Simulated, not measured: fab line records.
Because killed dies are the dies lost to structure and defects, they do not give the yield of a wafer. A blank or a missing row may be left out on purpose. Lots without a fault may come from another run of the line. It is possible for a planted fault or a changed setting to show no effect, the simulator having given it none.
Struck lot and sound lot, side by side    flow gf180mcu    23 steps out of a route of 602
Sound: wafers L580.2, L580.3, L580.5. Wafers struck: L591.3, L591.4, L591.6. The cause is named last.
At each step with rows: each side's tool, then ch and its chambers, then its first start. Under that, the readings that differ: sound wafers    struck wafers    difference of the means    sigmas: that difference in standard deviations of wafers without a fault.
alike: a reading whose means differ by less than 2 such deviations, as well as words and numbers matching on both sides. not compared: withheld readings; readings where some wafer has no value; bounds like >300 that might hide an equal value; numbers whose values overlap and for which the record gives no deviation.
A row with sigmas, a row that says differs or no value, or rows on one side alone: a step with any of these is where the two part. Non-overlapping numbers with no deviation appear without sigmas and do not part them. A reading that every wafer of one side lacks parts them only if that side has two wafers or more.

first, 5 steps without rows for these wafers: GF_LVPWELL_COAT_02 (resist thk 3000 nm); GF_LVPWELL_SOFTBAKE_03; GF_LVPWELL_EXPOSE_04 (exposes mask LVPWELL, target cd 600 nm); GF_LVPWELL_PEB_05; GF_LVPWELL_DEVELOP_06 (develop time 60 s).
GF_LVPWELL_OVL_MEAS_07:
  struck on overlay-01, day 8 07:13; sound on overlay-01, day 5 19:19
reading           sound        struck          difference  sigmas
LVPWELL_OVL (nm)  1.3 0.4 0.6  -3.1 -1.9 -0.9  -2.7        -2
then, 2 steps without rows for these wafers: GF_LVPWELL_IMPLANT_08; GF_LVPWELL_IMPLANT_09.
GF_LVPWELL_STRIP_10: strips in O2/N2.
  sound on plasma asher-01 ch 0,1, day 5 19:38; struck on plasma asher-03 ch 0,1, day 8 07:35
reading                      sound        struck       difference  sigmas
drypump motor current A (A)  6.1 6.2 6.1  5.4 4.9 4.9  -1.1        -2
  alike: heater power w, oes product au, strip time to endpoint s
  not compared: rf hours counter h
GF_LVPWELL_TW_MEAS_11:
  struck on film metro-04, day 8 07:40; sound on film metro-04, day 5 19:45
  alike: LVPWELL_TW
then, 2 steps without rows for these wafers: GF_MVSD_DEHYDRATE_00 (time 60 s); GF_MVSD_HMDS_01 (prime time 60 s).
GF_MVSD_COAT_02: resist thk 3000 nm.
  sound on litho track-04 ch 0, day 6 02:38; struck on litho track-04 ch 0, day 8 15:22
reading                                 sound           struck          difference  sigmas
model.coat_of_MVSD_COAT_02.thk nm (nm)  3007 2999 2990  2096 2103 2107  -897        
then, 3 steps without rows for these wafers: GF_MVSD_SOFTBAKE_03; GF_MVSD_EXPOSE_04 (exposes mask MVSD, target cd 1000 nm); GF_MVSD_PEB_05.
GF_MVSD_DEVELOP_06: develop time 60 s.
  sound: litho track-01 ch 0; struck: litho track-04 ch 0
reading                                 sound           struck          difference  sigmas
model.coat_of_MVSD_COAT_02.thk nm (nm)  3006 2998 2989  2095 2102 2106  -897        
GF_MVSD_OVL_MEAS_07:
  struck on overlay-02, day 9 00:02; sound on overlay-01, day 6 10:31
  alike: MVSD_OVL
then, 2 steps without rows for these wafers: GF_MVSD_IMPLANT_08; GF_MVSD_IMPLANT_09.
GF_MVSD_STRIP_10: strips in O2/N2.
  sound on plasma asher-01 ch 1, day 6 10:50; struck on plasma asher-01 ch 0,1, day 9 00:23
reading                       sound              struck             difference  sigmas
strip time to endpoint s (s)  37.02 36.94 36.85  26.50 26.59 26.65  -10.36      -99 or more
  alike: drypump motor current A, heater power w, oes product au
  not compared: rf hours counter h
GF_MVSD_TW_MEAS_11:
  struck on film metro-02, day 9 00:28; sound on film metro-03, day 6 10:57
  alike: MVSD_TW
GF_PASSIVATION_PROBE_99:
  sound wafers here have rows in the record (prober-01, day 31 14:36); struck ones have none

WHERE THEY PART
Last at GF_PASSIVATION_PROBE_99 as far as this record goes, first at GF_LVPWELL_OVL_MEAS_07.

WHY: what had been put in by the simulator
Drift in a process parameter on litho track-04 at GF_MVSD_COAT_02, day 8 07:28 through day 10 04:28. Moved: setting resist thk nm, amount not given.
